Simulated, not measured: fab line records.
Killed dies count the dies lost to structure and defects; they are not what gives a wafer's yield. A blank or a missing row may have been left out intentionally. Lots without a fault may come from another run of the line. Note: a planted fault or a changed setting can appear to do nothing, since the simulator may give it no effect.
The tool behind it: which one? + flow sky130 + 6 lots (18 wafers sampled), 1 step of a 708-step route

== WHAT EACH GAUGE READ, for each wafer ==
SKY_LI_CONTACT_BOW_MEAS_03.
| lot  | measured     | on            | LI_CONTACT_BOW (um) |
|------|--------------|---------------|---------------------|
| L172 | day 30 09:39 | film metro-04 | 61 54 44            |
| L177 | day 31 11:23 | film metro-03 | 58 49 50            |
| L183 | day 33 23:19 | film metro-04 | 52 60 44            |
| L184 | day 34 02:13 | film metro-04 | 54 44 58            |
| L186 | day 35 02:20 | film metro-03 | 60 42 53            |
| L188 | day 35 17:31 | film metro-04 | 55 48 54            |

== EACH LOT AND THE TOOL THAT RAN IT (in order: tool; ch and the chambers of the sampled wafers; start) ==
The record shows no process step preceding these readings.

== THE ANSWER, worked out from the rows above alone ==
Rule: the usual values come from the lots themselves. The widest of any qualifying gaps counts: lots, ordered by their means at a reading, are off when they make up no more than a third of the lots, leave a main group of 4 or more, and stand apart from it by 3 or more times the standard deviation of that group's means. If all means in a main group match to the digits the tables above print for the reading, that group is not used. A lot without any number at a reading at which 4 lots or more have one is off too. Where the step has rows for the other lots, those lots are counted as sound.
Across all readings shown, no lot is off: no conclusion can be drawn from this.

== WHAT THE SIMULATOR HAD PUT IN ==
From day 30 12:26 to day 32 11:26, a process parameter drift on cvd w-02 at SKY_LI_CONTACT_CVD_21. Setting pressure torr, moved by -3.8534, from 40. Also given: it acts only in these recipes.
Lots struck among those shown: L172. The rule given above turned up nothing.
